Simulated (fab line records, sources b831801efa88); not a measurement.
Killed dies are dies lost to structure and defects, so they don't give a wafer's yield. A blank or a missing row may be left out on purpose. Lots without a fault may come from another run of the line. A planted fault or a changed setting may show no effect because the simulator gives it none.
Which tool did it? | flow sky130 | 11 lots, 33 wafers sampled, at 6 steps of a route of 708

WHAT THE GAUGES READ, wafer by wafer
The record holds no reading of a measuring or inspecting step that can be judged against a usual standard deviation.

WHICH TOOL RAN EACH LOT (tool, then ch and the chambers of the sampled wafers, then the start)
lot  | SKY_METAL3_SPUTTER_03        | SKY_METAL3_SPUTTER_04        | SKY_CAPM_SPUTTER_02          | SKY_METAL3_METAL_ETCH_18          | SKY_METAL3_STRIP_19                  | SKY_PAD_OPEN_PROBE_99
L403 | pvd_sputter-01, day 36 17:58 | pvd_sputter-01, day 36 17:59 | pvd_sputter-02, day 36 18:07 | rie_metal-01 ch 1, day 38 23:06   | plasma_asher-04 ch 0,1, day 38 23:24 | prober-01, day 46 03:37
L404 | pvd_sputter-01, day 36 20:25 | pvd_sputter-01, day 36 20:26 | pvd_sputter-03, day 36 20:34 | rie_metal-02 ch 0, day 39 00:50   | plasma_asher-03 ch 0,1, day 39 01:06 | prober-02, day 46 05:26
L407 | pvd_sputter-04, day 37 20:52 | pvd_sputter-04, day 37 20:53 | pvd_sputter-03, day 37 21:01 | rie_metal-04 ch 1, day 40 00:23   | plasma_asher-02 ch 0,1, day 40 00:39 | prober-01, day 47 00:17
L408 | pvd_sputter-01, day 38 08:04 | pvd_sputter-01, day 38 08:05 | pvd_sputter-02, day 38 08:13 | rie_metal-01 ch 0,1, day 40 11:52 | plasma_asher-03 ch 0, day 40 12:02   | prober-02, day 47 10:29
L409 | pvd_sputter-03, day 38 16:10 | pvd_sputter-03, day 38 16:11 | pvd_sputter-01, day 38 16:19 | rie_metal-02 ch 0,1, day 40 19:13 | plasma_asher-02 ch 0,1, day 40 19:23 | prober-01, day 47 15:58
L411 | pvd_sputter-01, day 39 11:18 | pvd_sputter-01, day 39 11:19 | pvd_sputter-03, day 39 11:27 | rie_metal-01 ch 0,1, day 41 13:35 | plasma_asher-03 ch 0,1, day 41 13:46 | prober-01, day 48 06:12
L414 | pvd_sputter-03, day 40 05:33 | pvd_sputter-03, day 40 05:34 | pvd_sputter-02, day 40 05:42 | rie_metal-04 ch 0,1, day 42 06:40 | plasma_asher-04 ch 0,1, day 42 06:50 | prober-02, day 48 18:45
L415 | pvd_sputter-04, day 40 11:23 | pvd_sputter-04, day 40 11:24 | pvd_sputter-02, day 40 11:32 | rie_metal-01 ch 0,1, day 42 13:01 | plasma_asher-03 ch 0,1, day 42 13:11 | prober-01, day 49 00:28
L421 | pvd_sputter-04, day 41 23:42 | pvd_sputter-04, day 41 23:43 | pvd_sputter-01, day 41 23:51 | rie_metal-02 ch 0,1, day 43 22:42 | plasma_asher-02 ch 0,1, day 43 22:52 | prober-01, day 50 02:59
L422 | pvd_sputter-03, day 42 06:53 | pvd_sputter-03, day 42 06:53 | pvd_sputter-02, day 42 07:01 | rie_metal-04 ch 0,1, day 44 05:55 | plasma_asher-03 ch 0,1, day 44 06:05 | prober-02, day 50 08:14
L423 | pvd_sputter-03, day 42 12:10 | pvd_sputter-03, day 42 12:11 | pvd_sputter-02, day 42 12:19 | rie_metal-02 ch 0,1, day 44 10:18 | plasma_asher-02 ch 0,1, day 44 10:28 | prober-01, day 50 10:23
- SKY_METAL3_SPUTTER_03: material Ti, target thk 5 nm, time 3.3 s.
- SKY_METAL3_SPUTTER_04: material TiN, target thk 70 nm, time 58.3 s.
- SKY_CAPM_SPUTTER_02: material TiN, target thk 200 nm, time 166.7 s.
- SKY_METAL3_METAL_ETCH_18: etches the open film in Cl2/BCl3, stops on SiO2, target depth 845 nm, time 183.1 s.
- SKY_METAL3_STRIP_19: strips in O2/N2.
- SKY_PAD_OPEN_PROBE_99

WHAT THE TOOLS THEMSELVES READ (means of the sampled wafers that have a number; where no wafer has one, the mark that the record gives instead)
SKY_METAL3_SPUTTER_03.
lot  | tool           | throttle_valve_pct (%)
L403 | pvd_sputter-01 | 30.5
L404 | pvd_sputter-01 | 31.2
L407 | pvd_sputter-04 | 31.0
L408 | pvd_sputter-01 | 30.4
L409 | pvd_sputter-03 | 30.1
L411 | pvd_sputter-01 | 30.5
L414 | pvd_sputter-03 | 30.4
L415 | pvd_sputter-04 | 30.7
L421 | pvd_sputter-04 | 31.0
L422 | pvd_sputter-03 | 30.3
L423 | pvd_sputter-03 | 30.2

SKY_METAL3_SPUTTER_04.
lot  | tool           | throttle_valve_pct (%)
L403 | pvd_sputter-01 | 30.6
L404 | pvd_sputter-01 | 31.2
L407 | pvd_sputter-04 | 30.9
L408 | pvd_sputter-01 | 30.5
L409 | pvd_sputter-03 | 29.9
L411 | pvd_sputter-01 | 30.5
L414 | pvd_sputter-03 | 30.3
L415 | pvd_sputter-04 | 30.6
L421 | pvd_sputter-04 | 31.0
L422 | pvd_sputter-03 | 30.4
L423 | pvd_sputter-03 | 30.3

SKY_CAPM_SPUTTER_02.
lot  | tool           | throttle_valve_pct (%)
L403 | pvd_sputter-02 | 29.7
L404 | pvd_sputter-03 | 29.5
L407 | pvd_sputter-03 | 30.0
L408 | pvd_sputter-02 | 29.4
L409 | pvd_sputter-01 | 30.9
L411 | pvd_sputter-03 | 30.0
L414 | pvd_sputter-02 | 28.5
L415 | pvd_sputter-02 | 29.1
L421 | pvd_sputter-01 | 30.2
L422 | pvd_sputter-02 | 29.4
L423 | pvd_sputter-02 | 29.0

SKY_METAL3_METAL_ETCH_18.
lot  | tool         | drypump_motor_current_A (A) | he_backside_leak_sccm (sccm) | oes_product_au (a.u.) | run_length_s (s) | throttle_valve_pct (%)
L403 | rie_metal-01 | 6.0                         | 4.3                          | 0.864                 | 211.3            | 22.262
L404 | rie_metal-02 | 5.3                         | 3.3                          | 0.864                 | 211.0            | 22.271
L407 | rie_metal-04 | 6.4                         | 3.0                          | 0.867                 | 210.9            | 22.262
L408 | rie_metal-01 | 5.8                         | 3.4                          | 0.863                 | 211.3            | 22.259
L409 | rie_metal-02 | 5.5                         | 3.5                          | 0.863                 | 211.1            | 22.256
L411 | rie_metal-01 | 5.7                         | 3.3                          | 1.003                 | 187.2            | 22.276
L414 | rie_metal-04 | 5.9                         | 3.2                          | 0.850                 | 211.1            | 22.264
L415 | rie_metal-01 | 5.8                         | 3.3                          | 1.007                 | 187.3            | 22.265
L421 | rie_metal-02 | 5.5                         | 3.5                          | 0.860                 | 211.1            | 22.260
L422 | rie_metal-04 | 6.2                         | 3.2                          | 0.862                 | 211.1            | 22.267
L423 | rie_metal-02 | 5.4                         | 3.6                          | 0.855                 | 210.9            | 22.263

SKY_METAL3_STRIP_19.
lot  | tool            | drypump_motor_current_A (A) | oes_product_au (a.u.) | strip_time_to_endpoint_s (s)
L403 | plasma_asher-04 | 6.4                         | 0.497                 | 6.45
L404 | plasma_asher-03 | 6.0                         | 0.506                 | 6.57
L407 | plasma_asher-02 | 5.6                         | 0.503                 | 6.54
L408 | plasma_asher-03 | 6.4                         | 0.499                 | 6.56
L409 | plasma_asher-02 | 5.6                         | 0.502                 | 6.62
L411 | plasma_asher-03 | 5.7                         | 0.530                 | 7.16
L414 | plasma_asher-04 | 6.5                         | 0.503                 | 6.57
L415 | plasma_asher-03 | 5.7                         | 0.525                 | 7.11
L421 | plasma_asher-02 | 5.6                         | 0.505                 | 6.53
L422 | plasma_asher-03 | 5.7                         | 0.504                 | 6.56
L423 | plasma_asher-02 | 5.5                         | 0.500                 | 6.53

SKY_PAD_OPEN_PROBE_99.
lot  | tool      | defect_limited_yield (%) | killed_at_M0_to_M3 | killed_at_M4_up | killed_at_contacts | killed_at_front_end | killed_at_other | killed_dies | killed_open | killed_short | sort_bin_3_pad_short (%) | sort_bin_5_function (%) | sort_bin_6_memory (%) | sort_n_pass | sort_yield_pct (%)
L403 | prober-01 | 82.2                     | 44                 | 3.0             | 27                 | 13                  | 0.0             | 88          | 50          | 37           | 0.8                      | 11.3                    | 5.7                   | 404         | 82.2
L404 | prober-02 | 80.2                     | 49                 | 3.0             | 27                 | 18                  | 0.3             | 98          | 57          | 41           | 0.7                      | 12.5                    | 6.6                   | 394         | 80.2
L407 | prober-01 | 81.1                     | 44                 | 5.7             | 25                 | 17                  | 0.7             | 93          | 48          | 43           | 0.9                      | 11.0                    | 7.0                   | 399         | 81.1
L408 | prober-02 | 82.0                     | 43                 | 2.3             | 28                 | 15                  | 0.0             | 89          | 46          | 42           | 1.3                      | 10.2                    | 6.5                   | 403         | 82.0
L409 | prober-01 | 83.4                     | 42                 | 3.0             | 19                 | 17                  | 0.7             | 81          | 45          | 35           | 0.7                      | 9.8                     | 6.1                   | 411         | 83.4
L411 | prober-01 | 81.6                     | 46                 | 3.7             | 25                 | 16                  | 0.0             | 91          | 51          | 39           | 0.6                      | 11.6                    | 6.2                   | 401         | 81.6
L414 | prober-02 | 82.5                     | 45                 | 2.7             | 23                 | 16                  | 0.0             | 86          | 47          | 39           | 0.9                      | 10.4                    | 6.2                   | 406         | 82.5
L415 | prober-01 | 82.1                     | 43                 | 3.3             | 23                 | 18                  | 0.7             | 88          | 50          | 38           | 0.5                      | 11.3                    | 6.2                   | 404         | 82.1
L421 | prober-01 | 82.9                     | 41                 | 3.3             | 29                 | 11                  | 0.3             | 84          | 43          | 41           | 0.7                      | 9.6                     | 6.8                   | 408         | 82.9
L422 | prober-02 | 82.2                     | 43                 | 4.3             | 23                 | 16                  | 0.7             | 88          | 48          | 40           | 0.8                      | 10.1                    | 6.8                   | 404         | 82.2
L423 | prober-01 | 81.8                     | 40                 | 4.0             | 25                 | 21                  | 0.3             | 90          | 52          | 38           | 0.7                      | 11.3                    | 6.2                   | 402         | 81.8

THE ANSWER, worked out from the rows above alone
Rule: what is usual is taken from the lots themselves. Put in order of their means at a reading, lots are off if they are a third of the lots or fewer, leave a main group of 4 or more, and stand apart from it by a gap of 3 or more times the standard deviation of the main group's means; of several such gaps the widest counts. A main group whose means are all the same, to the digits that the tables above print for the reading, isn't used. A lot without any number at a reading at which 4 lots or more have one is off too. The other lots that the step has rows for count as sound. The gauges are gone through in route order, then the tools' own readings, and for those a lot's mean is taken as printed above. The first step at which some lot is off is used, and at that step the reading that is off furthest; a lot without a number counts as furthest.
Off: L411, L415, at SKY_METAL3_METAL_ETCH_18 (run_length_s). The main group: mean 211.1 s, standard deviation 0.14.
A tool fits if, at that step or a process step before it, it ran every lot that is off, and no sound lot after the first of them. One fits: rie_metal-01 at SKY_METAL3_METAL_ETCH_18. Its last sound lot is L408 (day 40 11:52), its first lot that is off L411 (day 41 13:35): a fault that began between those two fits.
The tool's own readings at SKY_METAL3_METAL_ETCH_18 bear it out: on the lots that are off they differ by more than 5 times the standard deviation of the sound lots' means. oes_product_au reads 1.005 a.u. there against 0.861 a.u. on the sound lots; run_length_s reads 187.2 s there against 211.1 s on the sound lots.

WHAT THE SIMULATOR HAD PUT IN
Process parameter drift: rie_metal-01, from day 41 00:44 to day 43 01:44, at SKY_METAL3_METAL_ETCH_18. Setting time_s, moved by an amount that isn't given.
Lots struck among those shown: L411, L415. The rule above found the same.
